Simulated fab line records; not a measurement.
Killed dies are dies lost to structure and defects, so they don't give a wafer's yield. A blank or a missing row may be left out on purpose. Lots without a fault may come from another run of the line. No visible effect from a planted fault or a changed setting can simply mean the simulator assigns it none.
fab line records	flow sky130	part 1 of 2: steps 1 to 24 of 36
record: lots: 5	wafers: 15	lastDay: 49
route steps=708 shown VIA3@588 METAL4@598 CAP2M@603
lots that met no fault: from a run of the same line without faults
startH: hours from the record's opening day to when the first of the lot's shown wafers began	waitH: time in hours since the lot's previous step	" identical to the entry in the row above	L1.1+2: a row that stands for several wafers	- no value, or no start was given	* or withheld: withheld	< > ~ a bound
route shown NAME@n: a module of which the file shows steps, and the number in the route of the first	usual: mean/standard deviation taken from wafers without a fault	same: alike in all rows	chamber/n: place in a boat	sites: each site's reading	_std_site: the values' standard deviation	_edge_site: outer sites' mean less inner sites'	radiusMm: for every site, how far away it sits from the centre of the wafer	mask NAME#n: copy n	behind: tool/chamber where the wafer was last shaped	hold: cause of the lot's hold/its duration in hours/its outcome	device: names the non-switching transistor (n, p or np)	end of line: the route-end tests of the same wafers	step lacking rows: just its recipe	killed: not the wafer's yield, but the dies lost to structure and defects at the first sort	map: a wafer's dies, x killed, . not, _ none there
set.NAME: setting as actually run; set.NAME@STEP: the setting as run at that earlier step	model.NAME: the simulator's own value behind a step, which no gauge read
certain route steps with their lots: each step a table, each wafer a row
services: a tool's chamber out of use, with start hour (startH, from the record's first day; less than 0 if before it), hours out, and reason
== steps ==
step: SKY_VIA3_ETCH_15
recipe: target: SiO2	chemistry: C4F8/O2/Ar	targetDepthNm: 507	stopOn: TiN	maskMaterial: KrF-thick	sourceW: 1500	biasW: 1200	pressureMtorr: 40	c4f8FlowSccm: withheld	O2_flow_sccm: 6	Ar_flow_sccm: 300	timeS: 78
usual: biasW: 1200/3.4	oesProductAu: 0.946/0.0052
lot.wafer	tool	chamber	startH	waitH	biasW	oesProductAu	rfHoursCounterH
L083.1	rieDiel-02	0	1002.88	0.0	1205	0.947	1
L083.3	"	1	"	"	1200	0.951	30
L083.6	"	2	"	"	1195	0.943	-
L087.3	rieDiel-04	0	1015.38	0.0	1202	0.954	19
L087.4	"	1	"	"	1205	0.941	-
L087.5	"	0	"	"	1201	0.937	-
L091.3	rieDiel-02	0	1042.58	0.0	1200	0.955	2
L091.5	"	1	"	"	1199	0.955	-
L091.6	"	0	"	"	1195	0.944	-
L093.1	rieDiel-02	1	1053.18	0.0	1204	0.944	31
L093.4	"	0	"	"	1195	0.943	3
L093.6	"	3	"	"	1200	0.956	-
L095.1	rieDiel-02	0	1063.38	0.0	1200	0.940	3
L095.4	"	1	"	"	1202	0.942	31
L095.5	"	2	"	"	1201	0.945	-
step: SKY_VIA3_STRIP_16
recipe: chemistry: O2/N2	powerW: 1400	pressureMtorr: 1500	platenTempC: withheld	o2FlowSccm: 3000	n2FlowSccm: 300	overashFraction: 0.5
usual: drypumpMotorCurrentA: 5.6/0.37	n2FlowSccm: 299.9/0.85	oesProductAu: 0.403/0.0051	stripTimeToEndpointS: 4.16/0.033
lot.wafer	tool	chamber	startH	waitH	drypumpMotorCurrentA	n2FlowSccm	oesProductAu	rfHoursCounterH	stripTimeToEndpointS
L083.1	plasmaAsher-03	0	1002.94	0.0	5.8	300.9	0.400	59	4.14
L083.3	"	0	"	"	5.8	300.4	0.395	-	4.13
L083.6	"	1	"	"	5.5	300.0	0.411	-	4.16
L087.3	plasmaAsher-03	0	1015.48	0.1	5.8	300.3	0.404	-	4.17
L087.4	"	1	"	"	5.5	298.7	0.404	-	4.16
L087.5	"	0	"	"	5.8	299.8	0.398	-	4.18
L091.3	plasmaAsher-03	0	1042.68	0.1	5.8	299.6	0.399	-	4.13
L091.5	"	1	"	"	5.5	300.1	0.401	-	4.09
L091.6	"	0	"	"	5.8	298.9	0.398	-	4.12
L093.1	plasmaAsher-01	1	1053.24	0.0	6.2	300.7	0.406	92	4.13
L093.4	"	1	"	"	6.2	300.4	0.409	-	4.14
L093.6	"	1	"	"	6.2	300.7	0.400	-	4.14
L095.1	plasmaAsher-03	0	1063.44	0.0	5.8	299.1	0.403	65	4.12
L095.4	"	1	"	"	5.4	300.6	0.403	-	4.13
L095.5	"	0	"	"	5.8	299.5	0.400	-	4.17
step: SKY_VIA3_STRIP_17
recipe: chemistry: postEtchResidueRemover	timeS: 1200	tempC: 72.5
usual: bathHeatDutyPct: 14.6/1.7
lot.wafer	tool	chamber	startH	waitH	bathHeatDutyPct
L083.1	wetBench-01	3	1003.04	0.1	15.3
L083.3	"	3	"	"	13.7
L083.6	"	3	"	"	13.8
L087.3	wetBench-01	2	1015.54	0.0	12.6
L087.4	"	2	"	"	13.3
L087.5	"	2	"	"	13.2
L091.3	wetBench-02	0	1042.74	0.0	13.4
L091.5	"	0	"	"	14.7
L091.6	"	0	"	"	14.6
L093.1	wetBench-01	3	1053.34	0.1	15.5
L093.4	"	3	"	"	13.9
L093.6	"	3	"	"	15.0
L095.1	wetBench-01	1	1063.54	0.1	13.4
L095.4	"	1	"	"	12.1
L095.5	"	1	"	"	12.4
step: SKY_VIA3_CLEAN_18
recipe: chemistry: IPA	timeS: 180	tempC: 25
usual: bathHeatDutyPct: 6.4/0.83
lot.wafer	tool	chamber	startH	waitH	bathHeatDutyPct
L083.1	wetBench-02	3	1003.39	0.0	8.3
L083.3	"	3	"	"	8.1
L083.6	"	3	"	"	7.9
L087.3	wetBench-01	3	1015.88	0.0	6.6
L087.4	"	3	"	"	5.9
L087.5	"	3	"	"	5.4
L091.3	wetBench-01	1	1043.09	0.0	5.4
L091.5	"	1	"	"	5.4
L091.6	"	1	"	"	5.5
L093.1	wetBench-04	3	1053.69	0.0	5.6
L093.4	"	3	"	"	4.7
L093.6	"	3	"	"	6.9
L095.1	wetBench-02	1	1063.92	0.0	6.0
L095.4	"	1	"	"	6.6
L095.5	"	1	"	"	6.7
step: SKY_VIA3_CLEAN_19
recipe: chemistry: O3/DIW	dry: n2Spin
lot.wafer	tool	chamber	startH	waitH
L083.1+3+6	wetBench-04	2	1003.45	0.0
L087.3+4+5	wetBench-01	3	1015.94	0.0
L091.3+5+6	wetBench-04	0	1043.14	0.0
L093.1+4+6	wetBench-01	2	1053.74	0.0
L095.1+4+5	wetBench-04	1	1063.97	0.0
step: SKY_VIA3_SPUTTER_20
recipe: material: TiN	targetThkNm: 20	chamberPressurePa: 5	powerW: 4000	timeS: 80
usual: cathodeDcPowerW: 4000.0/0.71	throttleValvePct: 30.5/1.1
lot.wafer	tool	chamber	startH	waitH	cathodeDcPowerW	throttleValvePct
L083.1	pvdSputter-04	-	1003.56	0.0	4001.5	31.5
L083.3	"	-	"	"	4000.3	30.2
L083.6	"	-	"	"	3999.7	30.6
L087.3	pvdSputter-04	-	1016.03	0.0	4000.3	31.9
L087.4	"	-	"	"	3998.7	30.3
L087.5	"	-	"	"	4000.5	31.6
L091.3	pvdSputter-04	-	1043.24	0.0	4000.3	30.2
L091.5	"	-	"	"	3999.6	31.9
L091.6	"	-	"	"	4000.2	30.4
L093.1	pvdSputter-04	-	1053.84	0.0	3999.9	29.8
L093.4	"	-	"	"	4000.7	30.4
L093.6	"	-	"	"	4000.2	31.7
L095.1	pvdSputter-04	-	1064.07	0.0	3999.5	31.4
L095.4	"	-	"	"	3999.8	30.0
L095.5	"	-	"	"	4001.0	30.0
step: SKY_VIA3_CVD_21
recipe: material: W	targetThkNm: 390	timeS: 117.31	tempC: 400	pressureTorr: 40
usual: heaterPowerW: 844/51
lot.wafer	tool	chamber	startH	waitH	heaterPowerW
L083.1	cvdW-01	1	1003.62	0.0	804
L083.3	"	1	"	"	777
L083.6	"	0	"	"	919
L087.3	cvdW-02	0	1016.14	0.1	812
L087.4	"	1	"	"	822
L087.5	"	1	"	"	847
L091.3	cvdW-02	1	1043.34	0.1	844
L091.5	"	1	"	"	858
L091.6	"	0	"	"	809
L093.1	cvdW-02	0	1053.90	0.0	792
L093.4	"	1	"	"	853
L093.6	"	0	"	"	798
L095.1	cvdW-02	0	1064.13	0.0	809
L095.4	"	1	"	"	881
L095.5	"	1	"	"	842
step: SKY_VIA3_RS_MEAS_22
recipe: thkMeasGauge: four-point-probe	reads: W_of_VIA3_CVD_21+TiN_of_VIA3_SPUTTER_20
usual: VIA3_W_RS: 0.292/0.005
lot.wafer	tool	chamber	startH	waitH	VIA3_W_RS[ohm/sq]
L083.1	filmMetro-02	-	1003.74	0.1	0.297
L083.3	"	-	"	"	0.294
L083.6	"	-	"	"	0.290
L087.3	filmMetro-02	-	1016.26	0.1	0.285
L087.4	"	-	"	"	0.297
L087.5	"	-	"	"	0.300
L091.3	filmMetro-04	-	1043.46	0.1	0.296
L091.5	"	-	"	"	0.298
L091.6	"	-	"	"	0.290
L093.1	filmMetro-02	-	1054.02	0.1	0.287
L093.4	"	-	"	"	0.295
L093.6	"	-	"	"	0.289
L095.1	filmMetro-04	-	1064.25	0.1	0.287
L095.4	"	-	"	"	0.294
L095.5	"	-	"	"	0.292
step: SKY_VIA3_THK_MEAS_23
recipe: thkMeasGauge: xrf	reads: W_of_VIA3_CVD_21
usual: VIA3_W_THK: 397/8.9
lot.wafer	tool	chamber	startH	waitH	VIA3_W_THK[nm]
L083.1	filmMetro-02	-	1003.86	0.1	388
L083.3	"	-	"	"	393
L083.6	"	-	"	"	398
L087.3	filmMetro-02	-	1016.36	0.1	409
L087.4	"	-	"	"	391
L087.5	"	-	"	"	385
L091.3	filmMetro-04	-	1043.56	0.1	399
L091.5	"	-	"	"	397
L091.6	"	-	"	"	409
L093.1	filmMetro-02	-	1054.14	0.1	396
L093.4	"	-	"	"	387
L093.6	"	-	"	"	397
L095.1	filmMetro-04	-	1064.37	0.1	407
L095.4	"	-	"	"	396
L095.5	"	-	"	"	399
step: SKY_VIA3_CMP_24
recipe: stopOn: SiO2	tOverpolishS: 20	downForcePsi: 3.5	platenRpm: 60	targetThkNm: 0	padVelocityMS: 0.94248
usual: motorCurrentA: 10.9/1	overpolishRunS: 20.000/0.0091	timeToEndpointS: 97/4.3
lot.wafer	tool	chamber	startH	waitH	motorCurrentA	overpolishRunS	timeToEndpointS
L083.1	cmp-02	3	1003.97	0.1	10.3	19.994	92
L083.3	"	1	"	"	9.6	19.997	103
L083.6	"	3	"	"	10.7	20.004	94
L087.3	cmp-02	2	1016.45	0.1	12.0	19.985	100
L087.4	"	3	"	"	9.8	19.999	94
L087.5	"	2	"	"	11.8	20.011	97
L091.3	cmp-02	3	1043.70	0.1	10.3	19.993	93
L091.6	"	1	"	"	8.7	19.999	106
L091.5	"	2	"	"	11.4	19.999	94
L093.1	cmp-02	1	1054.20	0.1	9.1	20.000	104
L093.4	"	3	"	"	10.2	20.000	94
L093.6	"	1	"	"	9.4	20.007	103
L095.4	cmp-01	2	1064.43	0.0	12.2	20.008	95
L095.1	"	0	"	"	11.7	19.996	99
L095.5	"	3	"	"	11.2	19.979	89
step: SKY_METAL4_SPUTTER_00
recipe: material: Ti	targetThkNm: 15	powerW: 3000	timeS: 10	chamberPressurePa: 0.4
usual: cathodeDcPowerW: 2999.9/0.55	throttleValvePct: 30.1/1.4
lot.wafer	tool	chamber	startH	waitH	cathodeDcPowerW	throttleValvePct
L083.1	pvdSputter-04	-	1004.22	0.2	3000.3	30.3
L083.3	"	-	"	"	2999.6	31.7
L083.6	"	-	"	"	2999.9	30.4
L087.3	pvdSputter-01	-	1016.70	0.2	3000.4	32.2
L087.4	"	-	"	"	2999.4	28.5
L087.5	"	-	"	"	2999.4	27.5
L091.3	pvdSputter-04	-	1043.90	0.1	3000.6	30.1
L091.5	"	-	"	"	2998.8	30.5
L091.6	"	-	"	"	3000.0	31.3
L093.1	pvdSputter-01	-	1054.50	0.2	3000.4	27.3
L093.4	"	-	"	"	3000.1	29.0
L093.6	"	-	"	"	2999.9	29.6
L095.1	pvdSputter-01	-	1064.73	0.1	2999.8	28.4
L095.4	"	-	"	"	3000.3	27.5
L095.5	"	-	"	"	3000.5	29.6
step: SKY_METAL4_SPUTTER_01
recipe: material: TiN	targetThkNm: 20	powerW: 6500	timeS: 16.7	chamberPressurePa: 0.4
usual: cathodeDcPowerW: 6500.0/1.2	throttleValvePct: 30.1/1.4
lot.wafer	tool	chamber	startH	waitH	cathodeDcPowerW	throttleValvePct
L083.1	pvdSputter-04	-	1004.24	0.0	6499.6	30.2
L083.3	"	-	"	"	6500.8	31.5
L083.6	"	-	"	"	6500.0	30.4
L087.3	pvdSputter-01	-	1016.72	0.0	6500.2	32.0
L087.4	"	-	"	"	6498.6	28.3
L087.5	"	-	"	"	6499.8	27.5
L091.3	pvdSputter-04	-	1043.92	0.0	6500.1	30.0
L091.5	"	-	"	"	6499.5	30.2
L091.6	"	-	"	"	6502.1	31.6
L093.1	pvdSputter-01	-	1054.52	0.0	6498.6	27.7
L093.4	"	-	"	"	6499.4	28.6
L093.6	"	-	"	"	6501.4	29.3
L095.1	pvdSputter-01	-	1064.75	0.0	6501.4	28.7
L095.4	"	-	"	"	6498.9	27.3
L095.5	"	-	"	"	6501.8	29.5
step: SKY_METAL4_SPUTTER_02
recipe: material: AlCu	targetThkNm: 735	powerW: 10600	timeS: 40.79	chamberPressurePa: 0.4
usual: cathodeDcPowerW: 10600/2	throttleValvePct: 30.1/1.4
lot.wafer	tool	chamber	startH	waitH	cathodeDcPowerW	throttleValvePct
L083.1	pvdSputter-04	-	1004.27	0.0	10602	30.1
L083.3	"	-	"	"	10599	31.8
L083.6	"	-	"	"	10599	30.4
L087.3	pvdSputter-01	-	1016.75	0.0	10600	32.2
L087.4	"	-	"	"	10599	28.9
L087.5	"	-	"	"	10603	27.5
L091.3	pvdSputter-04	-	1043.95	0.0	10596	30.1
L091.5	"	-	"	"	10599	30.2
L091.6	"	-	"	"	10599	31.5
L093.1	pvdSputter-01	-	1054.55	0.0	10600	27.5
L093.4	"	-	"	"	10599	28.6
L093.6	"	-	"	"	10601	29.2
L095.1	pvdSputter-01	-	1064.78	0.0	10604	28.5
L095.4	"	-	"	"	10603	27.6
L095.5	"	-	"	"	10600	29.7
step: SKY_METAL4_SPUTTER_03
recipe: material: Ti	targetThkNm: 5	powerW: 3000	timeS: 3.3	chamberPressurePa: 0.4
usual: cathodeDcPowerW: 2999.9/0.5	throttleValvePct: 30.1/1.4
lot.wafer	tool	chamber	startH	waitH	cathodeDcPowerW	throttleValvePct
L083.1	pvdSputter-04	-	1004.31	0.0	3000.4	30.1
L083.3	"	-	"	"	2999.1	31.5
L083.6	"	-	"	"	2999.6	30.6
L087.3	pvdSputter-01	-	1016.79	0.0	3000.0	32.0
L087.4	"	-	"	"	2999.5	28.9
L087.5	"	-	"	"	2999.7	27.6
L091.3	pvdSputter-04	-	1043.99	0.0	2999.4	30.0
L091.5	"	-	"	"	2999.5	30.4
L091.6	"	-	"	"	2999.5	31.6
L093.1	pvdSputter-01	-	1054.59	0.0	2999.9	27.2
L093.4	"	-	"	"	2999.9	28.6
L093.6	"	-	"	"	3000.5	29.6
L095.1	pvdSputter-01	-	1064.82	0.0	3000.0	28.8
L095.4	"	-	"	"	2999.8	27.6
L095.5	"	-	"	"	2999.9	29.3
step: SKY_METAL4_SPUTTER_04
recipe: material: TiN	targetThkNm: 70	powerW: 6500	timeS: 58.3	chamberPressurePa: 0.4
usual: cathodeDcPowerW: 6500.0/1.2	throttleValvePct: 30.1/1.4
lot.wafer	tool	chamber	startH	waitH	cathodeDcPowerW	throttleValvePct
L083.1	pvdSputter-04	-	1004.33	0.0	6500.2	29.9
L083.3	"	-	"	"	6502.0	31.9
L083.6	"	-	"	"	6500.5	30.5
L087.3	pvdSputter-01	-	1016.80	0.0	6498.6	32.2
L087.4	"	-	"	"	6500.2	28.7
L087.5	"	-	"	"	6500.0	27.4
L091.3	pvdSputter-04	-	1044.00	0.0	6499.5	30.0
L091.5	"	-	"	"	6498.9	30.3
L091.6	"	-	"	"	6500.5	31.8
L093.1	pvdSputter-01	-	1054.60	0.0	6500.4	27.5
L093.4	"	-	"	"	6499.3	28.7
L093.6	"	-	"	"	6497.2	29.2
L095.1	pvdSputter-01	-	1064.84	0.0	6501.2	28.6
L095.4	"	-	"	"	6499.5	27.6
L095.5	"	-	"	"	6499.5	29.4
step: SKY_CAP2M_CVD_00
recipe: material: SiO2	targetThkNm: 15.5	tempC: 400	timeS: withheld	rfW: 450
usual: heaterPowerW: 691/120
lot.wafer	tool	chamber	startH	waitH	heaterPowerW
L083.1	pecvd-04	1	1004.38	0.0	969
L083.3	"	2	"	"	658
L083.6	"	0	"	"	579
L087.3	pecvd-04	2	1016.86	0.0	662
L087.4	"	0	"	"	533
L087.5	"	0	"	"	530
L091.3	pecvd-01	2	1044.05	0.0	756
L091.5	"	0	"	"	703
L091.6	"	1	"	"	645
L093.1	pecvd-04	2	1054.65	0.0	687
L093.4	"	2	"	"	683
L093.6	"	0	"	"	554
L095.1	pecvd-04	2	1064.88	0.0	641
L095.4	"	1	"	"	897
L095.5	"	0	"	"	511
step: SKY_CAP2M_THK_MEAS_01
recipe: reads: SiO2_of_CAP2M_CVD_00
usual: CAP2M_CVD_00_THK: 15.4/0.3
lot.wafer	tool	chamber	startH	waitH	CAP2M_CVD_00_THK[nm]
L083.1	filmMetro-03	-	1004.40	-	15.5
L083.3	"	-	"	"	15.6
L083.6	"	-	"	"	15.5
L087.3	filmMetro-01	-	1016.91	-	15.8
L087.4	"	-	"	"	15.4
L087.5	"	-	"	"	15.5
L091.3	filmMetro-03	-	1044.09	-	15.6
L091.5	"	-	"	"	15.5
L091.6	"	-	"	"	15.1
L093.1	filmMetro-03	-	1054.67	-	15.8
L093.4	"	-	"	"	16.0
L093.6	"	-	"	"	15.9
L095.1	filmMetro-03	-	1064.91	-	15.3
L095.4	"	-	"	"	15.5
L095.5	"	-	"	"	15.5
step: SKY_CAP2M_SPUTTER_02
recipe: material: TiN	targetThkNm: 200	tempC: 300	powerW: 6500	timeS: 166.7	chamberPressurePa: 0.4
usual: cathodeDcPowerW: 6500.0/1.2	throttleValvePct: 30.2/1.5
lot.wafer	tool	chamber	startH	waitH	cathodeDcPowerW	throttleValvePct
L083.1	pvdSputter-03	-	1004.46	0.1	6501.1	31.2
L083.3	"	-	"	"	6496.5	30.7
L083.6	"	-	"	"	6497.9	28.1
L087.3	pvdSputter-03	-	1016.95	0.0	6498.1	28.0
L087.4	"	-	"	"	6500.9	31.0
L087.5	"	-	"	"	6501.6	31.5
L091.3	pvdSputter-01	-	1044.13	0.0	6501.7	32.1
L091.5	"	-	"	"	6498.8	32.1
L091.6	"	-	"	"	6501.5	29.4
L093.1	pvdSputter-01	-	1054.73	0.1	6501.0	27.6
L093.4	"	-	"	"	6500.8	32.3
L093.6	"	-	"	"	6501.0	29.3
L095.1	pvdSputter-02	-	1064.97	0.1	6500.0	31.8
L095.4	"	-	"	"	6500.4	30.9
L095.5	"	-	"	"	6499.1	30.7
step: SKY_CAP2M_RS_MEAS_03
recipe: thkMeasGauge: four-point-probe	reads: TiN_of_CAP2M_SPUTTER_02
usual: CAP2M_TIN_RS: 6.90/0.081
lot.wafer	tool	chamber	startH	waitH	CAP2M_TIN_RS[ohm/sq]
L083.1	filmMetro-04	-	1004.57	0.1	6.78
L083.3	"	-	"	"	6.93
L083.6	"	-	"	"	6.81
L087.3	filmMetro-04	-	1017.09	0.1	6.95
L087.4	"	-	"	"	6.85
L087.5	"	-	"	"	6.96
L091.3	filmMetro-01	-	1044.28	0.1	6.81
L091.5	"	-	"	"	6.78
L091.6	"	-	"	"	6.83
L093.1	filmMetro-01	-	1054.84	0.1	6.84
L093.4	"	-	"	"	6.89
L093.6	"	-	"	"	6.92
L095.1	filmMetro-04	-	1065.08	0.1	7.01
L095.4	"	-	"	"	6.94
L095.5	"	-	"	"	6.99
step: SKY_CAP2M_THK_MEAS_04
recipe: thkMeasGauge: xrf	reads: TiN_of_CAP2M_SPUTTER_02
usual: CAP2M_TIN_THK: 198.9/2.7
lot.wafer	tool	chamber	startH	waitH	CAP2M_TIN_THK[nm]
L083.1	filmMetro-04	-	1004.69	0.1	201.9
L083.3	"	-	"	"	196.9
L083.6	"	-	"	"	201.0
L087.3	filmMetro-04	-	1017.19	0.1	196.3
L087.4	"	-	"	"	199.6
L087.5	"	-	"	"	197.4
L091.3	filmMetro-01	-	1044.38	0.1	202.9
L091.5	"	-	"	"	203.6
L091.6	"	-	"	"	202.0
L093.1	filmMetro-01	-	1054.96	0.1	202.2
L093.4	"	-	"	"	200.6
L093.6	"	-	"	"	199.3
L095.1	filmMetro-04	-	1065.20	0.1	195.4
L095.4	"	-	"	"	197.0
L095.5	"	-	"	"	195.9
step: SKY_CAP2M_DEHYDRATE_05
recipe: tempC: 200	timeS: 60
lot.wafer	tool	chamber	startH	waitH
L083.1+3+6	lithoTrack-03	0	1015.98	11.3
L087.3+4+5	lithoTrack-02	0	1027.59	10.4
L091.3+5+6	lithoTrack-03	0	1054.13	9.7
L093.1+4+6	lithoTrack-02	0	1065.94	11.0
L095.1+4+5	lithoTrack-04	0	1074.69	9.5
step: SKY_CAP2M_HMDS_06
recipe: primeTimeS: 60	primeTempC: 120
same: primeTimeS: 60
lot.wafer	tool	chamber	startH	waitH
L083.1+3+6	lithoTrack-03	0	1016.13	0.1
L087.3+4+5	lithoTrack-02	0	1027.74	0.1
L091.3+5+6	lithoTrack-03	0	1054.28	0.1
L093.1+4+6	lithoTrack-02	0	1066.09	0.1
L095.1+4+5	lithoTrack-04	0	1074.84	0.1
step: SKY_CAP2M_COAT_07
recipe: resist: NOVOLAK	spinRpm: 3000	resistThkNm: 1140
lot.wafer	tool	chamber	startH	waitH
L083.1+3+6	lithoTrack-03	0	1016.28	0.1
L087.3+4+5	lithoTrack-02	0	1027.89	0.1
L091.3+5+6	lithoTrack-03	0	1054.43	0.1
L093.1+4+6	lithoTrack-02	0	1066.24	0.1
L095.1+4+5	lithoTrack-04	0	1074.99	0.1
step: SKY_CAP2M_SOFTBAKE_08
recipe: tempC: 90	timeS: 60	resist: NOVOLAK
lot.wafer	tool	chamber	startH	waitH
L083.1+3+6	lithoTrack-03	0	1016.43	0.1
L087.3+4+5	lithoTrack-02	0	1028.04	0.1
L091.3+5+6	lithoTrack-03	0	1054.58	0.1
L093.1+4+6	lithoTrack-02	0	1066.39	0.1
L095.1+4+5	lithoTrack-04	0	1075.14	0.1
